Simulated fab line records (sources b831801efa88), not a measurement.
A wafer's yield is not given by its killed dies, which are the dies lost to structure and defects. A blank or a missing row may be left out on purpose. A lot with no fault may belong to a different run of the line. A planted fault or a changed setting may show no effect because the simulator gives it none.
Chamber matching / flow gf180mcu / pecvd-03 running GF_SAB_CVD_00: 3 sister chambers
The step deposits SiO2 from TEOS, target thk 50 nm, time 4.9302 s. 3 wafers are shown with their chamber, then 8 later ones without.

## WAFERS PAIRED WITH THEIR CHAMBERS
wafer=L205.2; chamber=0; heaterPowerW (W)=606
wafer=L205.6; chamber=1; heaterPowerW (W)=516
wafer=L206.1; chamber=2; heaterPowerW (W)=564

## WAFERS WITHOUT THEIR CHAMBER
wafer=L206.4; heaterPowerW (W)=747
wafer=L206.6; heaterPowerW (W)=571
wafer=L208.1; heaterPowerW (W)=598
wafer=L208.4; heaterPowerW (W)=567
wafer=L208.6; heaterPowerW (W)=606
wafer=L210.2; heaterPowerW (W)=588
wafer=L210.4; heaterPowerW (W)=614
wafer=L210.6; heaterPowerW (W)=587

## WHICH CHAMBER EACH ONE RAN IN
wafer=L206.4; from the rows above=can't be placed: 0 or 2 or 1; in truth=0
wafer=L206.6; from the rows above=can't be placed: 2 or 0 or 1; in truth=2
wafer=L208.1; from the rows above=can't be placed: 0 or 2 or 1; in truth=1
wafer=L208.4; from the rows above=can't be placed: 2 or 0 or 1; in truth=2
wafer=L208.6; from the rows above=can't be placed: 0 or 2 or 1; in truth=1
wafer=L210.2; from the rows above=can't be placed: 0 or 2 or 1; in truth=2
wafer=L210.4; from the rows above=can't be placed: 0 or 2 or 1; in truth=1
wafer=L210.6; from the rows above=can't be placed: 0 or 2 or 1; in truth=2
Placed correctly: 0 of 8. Not placeable from these rows: 8 (in 8, the candidates include the true chamber). Number placed wrongly: 0.
How it was worked out, from the rows above alone: a wafer's distance from a chamber is the root of the sum, over the readings, of the square of ((its reading less the chamber's mean) divided by the reading's scatter). The wafer belongs to the nearest chamber; if the next one is less than 2 further off, it can't be placed. Each chamber's mean is taken over the wafers shown for it. The scatter: with one shown wafer a chamber, the root of the mean of the squares of how far each hidden wafer lies from its nearest shown one.
